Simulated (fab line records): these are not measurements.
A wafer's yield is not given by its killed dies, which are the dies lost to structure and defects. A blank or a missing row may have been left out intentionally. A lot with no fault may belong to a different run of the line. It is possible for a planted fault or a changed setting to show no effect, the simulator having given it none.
fab line records	flow sky130
record: lots: 14	wafers: 42	last_day: 50
route steps=708 shown LDD_HVN@269 LI_CONTACT@375 PAD_OPEN@708
lots that met no fault: taken from a fault-free run of the same line
start_h: start of the lot's first displayed wafer, in hours after the record's first day	wait_h: time in hours since the lot's previous step	" repeats the value in the row above	L1.1+2: a single row standing in for several wafers	- no value, or no start was given	* or withheld: withheld	< > ~ a bound
route shown NAME@n: names a module that has steps shown in the file, with the first one's number in the route	usual: mean/standard deviation of fault-free wafers	same: alike in all rows	chamber/n: place in a boat	sites: each site's reading	_std_site: their standard deviation	_edge_site: inner sites' mean taken away from outer sites' mean	radius_mm: how far each site lies from the wafer's centre	mask NAME#n: copy n	behind: tool/chamber where the wafer was last shaped	hold: the reason the lot was held/the length of the hold in hours/how it ended	device: transistor that didn't switch, given as n, p or np	end of line: at the end of the route, the tests of the same wafers	step lacking rows: just its recipe	killed: at the first sort, the dies lost to defects and structure; wafer yield is something else	map: a wafer's dies, x killed, . not, _ none there
set.NAME: the setting the step ran with; set.NAME@STEP: the setting that earlier step ran with	model.NAME: the simulator's own value behind a step, which no gauge read
a sample of lots followed through the steps of the route, with each step as a table and each wafer as a row
services: from which hour (start_h, from the record's first day; less than 0 if before it) a tool's chamber was out of use, for how many hours, and why
== steps ==
step: SKY_LDD_HVN_COAT_02
recipe: resist: NOVOLAK	spin_rpm: 3000	resist_thk_nm: 300
usual: spin_speed_rpm: 3000.1/2.2
lot.wafer	tool	chamber	start_h	wait_h	spin_speed_rpm
L595.2	litho_track-04	0	448.23	0.1	3001.4
L595.5	"	0	"	"	3003.0
L595.6	"	0	"	"	3001.8
L596.3	litho_track-02	0	468.31	0.1	2998.3
L596.5	"	0	"	"	2998.6
L596.6	"	0	"	"	3000.2
L603.1	litho_track-03	0	520.14	0.1	2999.3
L603.5	"	0	"	"	3001.7
L603.6	"	0	"	"	2996.5
L604.1	litho_track-02	0	532.06	0.1	3058.2
L604.3	"	0	"	"	3062.6
L604.6	"	0	"	"	3065.1
L605.4	litho_track-02	0	537.88	0.1	3061.7
L605.5	"	0	"	"	3063.9
L605.6	"	0	"	"	3060.9
L609.1	litho_track-03	0	582.34	0.1	2999.9
L609.3	"	0	"	"	2999.6
L609.4	"	0	"	"	2999.9
L611.1	litho_track-04	0	597.65	0.1	2999.1
L611.4	"	0	"	"	2998.1
L611.6	"	0	"	"	2997.1
L612.2	litho_track-02	0	600.38	0.1	2998.4
L612.3	"	0	"	"	3002.3
L612.5	"	0	"	"	2999.1
L613.1	litho_track-02	0	607.11	0.1	3000.3
L613.3	"	0	"	"	3001.5
L613.5	"	0	"	"	2999.7
L614.3	litho_track-03	0	618.74	0.1	2998.7
L614.4	"	0	"	"	2999.9
L614.6	"	0	"	"	3001.5
L615.1	litho_track-03	0	624.89	0.1	2999.8
L615.5	"	0	"	"	2998.7
L615.6	"	0	"	"	2999.8
L616.1	litho_track-04	0	632.25	0.1	2999.6
L616.4	"	0	"	"	3000.8
L616.5	"	0	"	"	3001.2
L617.1	litho_track-04	0	635.60	0.1	3001.1
L617.2	"	0	"	"	3002.6
L617.5	"	0	"	"	3001.1
L618.3	litho_track-02	0	643.56	0.1	2999.0
L618.5	"	0	"	"	3000.7
L618.6	"	0	"	"	3002.0
step: SKY_LDD_HVN_OVL_MEAS_07
usual: LDD_HVN_OVL: 0.3/1.1
lot.wafer	tool	chamber	start_h	wait_h	LDD_HVN_OVL[nm]
L595.2	overlay-02	-	463.60	0.1	-1.5
L595.5	"	-	"	"	-0.1
L595.6	"	-	"	"	-0.9
L596.3	overlay-02	-	483.45	0.1	0.3
L596.5	"	-	"	"	-0.7
L596.6	"	-	"	"	-1.0
L603.1	overlay-01	-	535.20	0.1	1.4
L603.5	"	-	"	"	0.0
L603.6	"	-	"	"	-0.4
L604.1	overlay-02	-	546.99	0.1	-0.3
L604.3	"	-	"	"	1.4
L604.6	"	-	"	"	0.2
L605.4	overlay-01	-	552.31	0.1	-0.3
L605.5	"	-	"	"	0.3
L605.6	"	-	"	"	0.2
L609.1	overlay-02	-	596.86	0.1	0.2
L609.3	"	-	"	"	1.4
L609.4	"	-	"	"	1.5
L611.1	overlay-01	-	612.15	0.1	0.5
L611.4	"	-	"	"	-3.6
L611.6	"	-	"	"	0.3
L612.2	overlay-02	-	614.76	0.1	-0.8
L612.3	"	-	"	"	-0.5
L612.5	"	-	"	"	0.9
L613.1	overlay-01	-	621.49	0.1	0.4
L613.3	"	-	"	"	0.1
L613.5	"	-	"	"	-0.7
L614.3	overlay-01	-	633.47	0.1	-0.3
L614.4	"	-	"	"	0.8
L614.6	"	-	"	"	0.8
L615.1	overlay-02	-	639.66	0.1	-0.2
L615.5	"	-	"	"	1.4
L615.6	"	-	"	"	-0.4
L616.1	overlay-02	-	646.56	0.1	-0.1
L616.4	"	-	"	"	-1.2
L616.5	"	-	"	"	1.4
L617.1	overlay-02	-	650.34	0.1	0.4
L617.2	"	-	"	"	0.2
L617.5	"	-	"	"	0.2
L618.3	overlay-01	-	657.67	0.1	-0.7
L618.5	"	-	"	"	-0.2
L618.6	"	-	"	"	2.4
step: SKY_LI_CONTACT_OVL_MEAS_13
usual: LI_CONTACT_OVL: -4/6
lot.wafer	tool	chamber	start_h	wait_h	LI_CONTACT_OVL[nm]
L595.2	overlay-01	-	675.00	0.1	0
L595.5	"	-	"	"	0
L595.6	"	-	"	"	0
L596.3	overlay-01	-	693.32	0.1	-12
L596.5	"	-	"	"	-5
L596.6	"	-	"	"	-6
L603.1	overlay-02	-	739.89	0.1	-9
L603.5	"	-	"	"	-3
L603.6	"	-	"	"	-2
L604.1	overlay-01	-	751.51	0.1	-4
L604.3	"	-	"	"	-1
L604.6	"	-	"	"	0
L605.4	overlay-01	-	755.98	0.1	-7
L605.5	"	-	"	"	-10
L605.6	"	-	"	"	-8
L609.1	overlay-01	-	795.84	0.1	6
L609.3	"	-	"	"	2
L609.4	"	-	"	"	4
L611.1	overlay-02	-	809.42	0.1	-9
L611.4	"	-	"	"	-2
L611.6	"	-	"	"	1
L612.2	overlay-02	-	813.65	0.1	-13
L612.3	"	-	"	"	-1
L612.5	"	-	"	"	-3
L613.1	overlay-02	-	820.41	0.1	-8
L613.3	"	-	"	"	-9
L613.5	"	-	"	"	-6
L614.3	overlay-02	-	830.50	0.1	-20
L614.4	"	-	"	"	-11
L614.6	"	-	"	"	-8
L615.1	overlay-02	-	836.72	0.1	-11
L615.5	"	-	"	"	-2
L615.6	"	-	"	"	-2
L616.1	overlay-02	-	840.79	0.1	-5
L616.4	"	-	"	"	-14
L616.5	"	-	"	"	-3
L617.1	overlay-01	-	847.06	0.1	8
L617.2	"	-	"	"	-11
L617.5	"	-	"	"	-3
L618.3	overlay-01	-	852.79	0.1	5
L618.5	"	-	"	"	2
L618.6	"	-	"	"	-4
step: SKY_LI_CONTACT_SPUTTER_20
recipe: material: TiN	target_thk_nm: 20	chamber_pressure_pa: 5	power_w: 4000	time_s: 80
usual: throttle_valve_pct: 30.1/0.9
lot.wafer	tool	chamber	start_h	wait_h	throttle_valve_pct
L595.2	pvd_sputter-04	-	675.53	0.0	30.4
L595.5	"	-	"	"	29.7
L595.6	"	-	"	"	30.6
L596.3	pvd_sputter-04	-	693.85	0.0	29.8
L596.5	"	-	"	"	29.6
L596.6	"	-	"	"	30.3
L603.1	pvd_sputter-02	-	740.47	0.0	27.7
L603.5	"	-	"	"	30.3
L603.6	"	-	"	"	30.4
L604.1	pvd_sputter-04	-	752.05	0.0	29.6
L604.3	"	-	"	"	30.5
L604.6	"	-	"	"	29.4
L605.4	pvd_sputter-03	-	756.50	0.0	30.7
L605.5	"	-	"	"	30.3
L605.6	"	-	"	"	30.6
L609.1	pvd_sputter-02	-	796.39	0.0	28.3
L609.3	"	-	"	"	30.5
L609.4	"	-	"	"	27.5
L611.1	pvd_sputter-02	-	809.96	0.0	30.5
L611.4	"	-	"	"	30.6
L611.6	"	-	"	"	30.3
L612.2	pvd_sputter-02	-	814.18	0.0	27.8
L612.3	"	-	"	"	28.4
L612.5	"	-	"	"	30.6
L613.1	pvd_sputter-04	-	820.95	0.0	30.9
L613.3	"	-	"	"	30.2
L613.5	"	-	"	"	30.9
L614.3	pvd_sputter-03	-	831.03	0.0	30.4
L614.4	"	-	"	"	30.6
L614.6	"	-	"	"	30.7
L615.1	pvd_sputter-02	-	837.40	0.0	27.7
L615.5	"	-	"	"	30.5
L615.6	"	-	"	"	30.3
L616.1	pvd_sputter-03	-	841.33	0.0	30.1
L616.4	"	-	"	"	30.4
L616.5	"	-	"	"	30.2
L617.1	pvd_sputter-04	-	847.61	0.0	30.5
L617.2	"	-	"	"	29.6
L617.5	"	-	"	"	30.5
L618.3	pvd_sputter-03	-	853.33	0.0	30.7
L618.5	"	-	"	"	30.1
L618.6	"	-	"	"	30.5
step: SKY_PAD_OPEN_PROBE_99
usual: killed_at_M0_to_M3: 43/7.6	killed_at_M4_up: 2.9/1.7	killed_at_contacts: 24/5.5	killed_at_front_end: 15/4.2	killed_at_other: 0.3/0.52	killed_dies: 86/9.4	killed_open: 47/7	killed_short: 39/6.4
same: gross_dies: 492	killed_at_back_side: 0
lot.wafer	tool	chamber	start_h	wait_h	killed_at_M0_to_M3	killed_at_M4_up	killed_at_contacts	killed_at_front_end	killed_at_other	killed_dies	killed_open	killed_short
L596.3	prober-02	-	1089.33	0.2	47	3	28	18	0	96	51	44
L596.5	prober-02	-	1089.43	0.2	55	2	19	14	1	91	48	42
L596.6	prober-02	-	1089.48	0.2	34	1	22	11	1	69	44	24
L603.1	prober-02	-	1122.48	0.1	36	7	21	17	0	81	45	36
L603.5	prober-02	-	1122.68	0.2	43	2	36	16	2	99	51	47
L603.6	prober-02	-	1122.73	0.2	38	2	27	13	0	80	35	44
L604.1	prober-01	-	1130.64	0.1	52	7	28	22	1	110	63	47
L604.3	prober-01	-	1130.74	0.2	34	4	31	16	0	85	50	35
L604.6	prober-01	-	1130.89	0.2	38	1	32	12	0	83	42	41
L609.1	prober-02	-	1163.65	0.1	51	5	18	10	0	84	46	38
L609.3	prober-02	-	1163.75	0.2	61	6	25	10	0	102	52	50
L609.4	prober-02	-	1163.80	0.2	53	4	21	11	1	90	47	43
L611.1	prober-02	-	1173.18	0.1	43	4	28	14	0	89	41	48
L611.4	prober-02	-	1173.33	0.2	56	4	19	15	0	94	43	51
L611.6	prober-02	-	1173.43	0.2	24	4	38	21	0	87	49	38
L617.1	prober-02	-	1195.88	0.1	30	3	27	10	0	70	39	31
L617.2	prober-02	-	1195.93	0.1	33	5	26	9	0	73	41	32
L617.5	prober-02	-	1196.08	0.2	39	0	17	16	0	72	43	29
killed by level:class
L596.3 VIA1:geometric_particle:open=14 CONTACT:geometric_particle:open=11 METAL2:geometric_particle:short=9 POLY_GATE:geometric_particle:short=7 CONTACT:geometric_particle:short=6 POLY_GATE:geometric_particle:open=5 LI_CONTACT:geometric_particle:open=4 VIA2:geometric_particle:open=4
L596.5 METAL1:geometric_particle:short=10 VIA3:geometric_particle:open=10 VIA2:geometric_particle:open=9 CONTACT:geometric_particle:open=7 VIA1:geometric_particle:short=7 POLY_GATE:geometric_particle:open=5 LI_CONTACT:geometric_particle:open=5 VIA1:geometric_particle:open=4
L596.6 VIA1:geometric_particle:open=12 CONTACT:geometric_particle:open=9 LI_CONTACT:geometric_particle:open=6 FIELD_ISO:geometric_particle:open=4 CONTACT:geometric_particle:short=4 VIA2:geometric_particle:open=4 VIA3:geometric_particle:open=4 VIA1:geometric_particle:short=3
L603.1 VIA1:geometric_particle:open=9 LI_CONTACT:geometric_particle:open=8 FIELD_ISO:geometric_particle:short=5 VIA3:geometric_particle:open=5 CONTACT:geometric_particle:open=5 VIA2:geometric_particle:open=4 POLY_GATE:geometric_particle:short=4 LOCAL_INTERCONNECT:geometric_particle:open=4
L603.5 CONTACT:geometric_particle:open=14 VIA2:geometric_particle:open=8 LI_CONTACT:geometric_particle:open=7 CONTACT:geometric_particle:short=7 LOCAL_INTERCONNECT:geometric_particle:short=6 METAL1:geometric_particle:short=6 VIA1:geometric_particle:short=6 METAL2:geometric_particle:short=6
L603.6 CONTACT:geometric_particle:open=8 LI_CONTACT:geometric_particle:open=8 VIA1:geometric_particle:short=7 LI_CONTACT:geometric_particle:short=6 METAL2:geometric_particle:short=6 VIA2:geometric_particle:short=5 VIA1:geometric_particle:open=4 VIA2:geometric_particle:open=4
L604.1 VIA1:geometric_particle:open=14 VIA3:geometric_particle:open=10 LI_CONTACT:geometric_particle:open=8 FIELD_ISO:geometric_particle:short=7 CONTACT:geometric_particle:open=7 CONTACT:geometric_particle:short=6 METAL1:geometric_particle:short=6 POLY_GATE:geometric_particle:short=4
L604.3 LI_CONTACT:geometric_particle:open=11 CONTACT:geometric_particle:open=11 VIA3:geometric_particle:open=9 METAL2:geometric_particle:short=7 VIA1:geometric_particle:open=7 FIELD_ISO:geometric_particle:open=5 CONTACT:geometric_particle:short=5 METAL1:geometric_particle:short=5
L604.6 CONTACT:geometric_particle:open=11 VIA3:geometric_particle:open=9 VIA1:geometric_particle:open=8 METAL1:geometric_particle:short=7 CONTACT:geometric_particle:short=7 LOCAL_INTERCONNECT:geometric_particle:short=6 POLY_GATE:geometric_particle:short=4 LI_CONTACT:geometric_particle:open=4
L609.1 VIA1:geometric_particle:open=10 CONTACT:geometric_particle:open=8 VIA2:geometric_particle:open=7 METAL2:geometric_particle:short=6 VIA3:geometric_particle:open=6 VIA2:geometric_particle:short=5 METAL1:geometric_particle:short=5 VIA1:geometric_particle:short=5
L609.3 VIA1:geometric_particle:short=9 VIA2:geometric_particle:open=9 LI_CONTACT:geometric_particle:open=8 CONTACT:geometric_particle:open=8 VIA1:geometric_particle:open=8 CONTACT:geometric_particle:short=7 METAL1:geometric_particle:short=7 VIA3:geometric_particle:open=7
L609.4 VIA2:geometric_particle:open=11 VIA3:geometric_particle:open=7 VIA1:geometric_particle:open=7 METAL2:geometric_particle:short=6 LI_CONTACT:geometric_particle:open=6 CONTACT:geometric_particle:open=6 VIA2:geometric_particle:short=5 VIA3:geometric_particle:short=5
L611.1 CONTACT:geometric_particle:open=9 METAL1:geometric_particle:short=8 METAL2:geometric_particle:short=8 LI_CONTACT:geometric_particle:open=7 VIA1:geometric_particle:open=7 VIA2:geometric_particle:open=6 VIA2:geometric_particle:short=5 FIELD_ISO:geometric_particle:short=4
L611.4 METAL1:geometric_particle:short=9 METAL2:geometric_particle:short=9 VIA1:geometric_particle:open=8 VIA2:geometric_particle:open=8 CONTACT:geometric_particle:open=6 VIA1:geometric_particle:short=6 CONTACT:geometric_particle:short=5 VIA3:geometric_particle:open=5
L611.6 CONTACT:geometric_particle:open=13 LI_CONTACT:geometric_particle:open=10 LI_CONTACT:geometric_particle:short=8 FIELD_ISO:geometric_particle:open=6 FIELD_ISO:geometric_particle:short=5 POLY_GATE:geometric_particle:open=4 VIA1:geometric_particle:open=4 CONTACT:geometric_particle:short=4
L617.1 LI_CONTACT:geometric_particle:open=8 CONTACT:geometric_particle:open=8 VIA1:geometric_particle:open=7 LOCAL_INTERCONNECT:geometric_particle:short=5 CONTACT:geometric_particle:short=5 METAL1:geometric_particle:short=5 FIELD_ISO:geometric_particle:open=4 VIA2:geometric_particle:open=4
L617.2 CONTACT:geometric_particle:open=9 VIA3:geometric_particle:open=8 LOCAL_INTERCONNECT:geometric_particle:short=6 VIA1:geometric_particle:open=5 METAL1:geometric_particle:short=5 VIA2:geometric_particle:open=4 CONTACT:geometric_particle:short=3 LI_CONTACT:geometric_particle:open=3
L617.5 VIA1:geometric_particle:open=8 LI_CONTACT:geometric_particle:open=7 VIA2:geometric_particle:open=6 FIELD_ISO:geometric_particle:short=5 FIELD_ISO:geometric_particle:open=5 METAL1:geometric_particle:short=5 VIA3:geometric_particle:open=5 METAL2:geometric_particle:short=4
== services ==
tool	chamber	start_h	hours	kind
pvd_sputter-04	-	514.02	13.8	repair
pvd_sputter-04	-	534.48	11.9	repair
pvd_sputter-04	-	537.26	3.2	repair
pvd_sputter-04	-	542.41	3.0	repair
pvd_sputter-04	-	572.24	2.2	repair
pvd_sputter-04	-	574.16	8.0	repair
pvd_sputter-02	-	651.24	2.5	repair
pvd_sputter-02	-	699.65	0.6	repair
pvd_sputter-02	-	741.54	26.9	repair
pvd_sputter-04	-	827.80	9.9	repair
pvd_sputter-03	-	833.20	2.4	repair
== key ==
first_sign: step: SKY_LDD_HVN_COAT_02	reading: spin_speed_rpm	direction: up	sigmas: 28	usual: 3000.1	struck: 3062.1
effect none on later readings
met_at SKY_LDD_HVN_COAT_02
struck_lots L604,L605
tester_left_out L604,L605
not_acting_at SKY_LDD_HVN_OVL_MEAS_07,SKY_LI_CONTACT_OVL_MEAS_13,SKY_LI_CONTACT_SPUTTER_20
onset_between 468.31 532.06
fault: kind: process_parameter_drift	tool: litho_track-02	chamber: -	onset_h: 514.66	steps: SKY_LDD_HVN_COAT_02	channel: spin_rpm	offset: 60.59	shape: step	end_h: 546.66	acts_in: these_recipes_only	stated: 3000
tester_left_out: of these lots the tester's yield and bins aren't shown, on N5 and GAA mostly nor the transistor test; their killed dies are dies lost to structure and defects alone, not to doping, threshold or leakage, so they don't give the yield
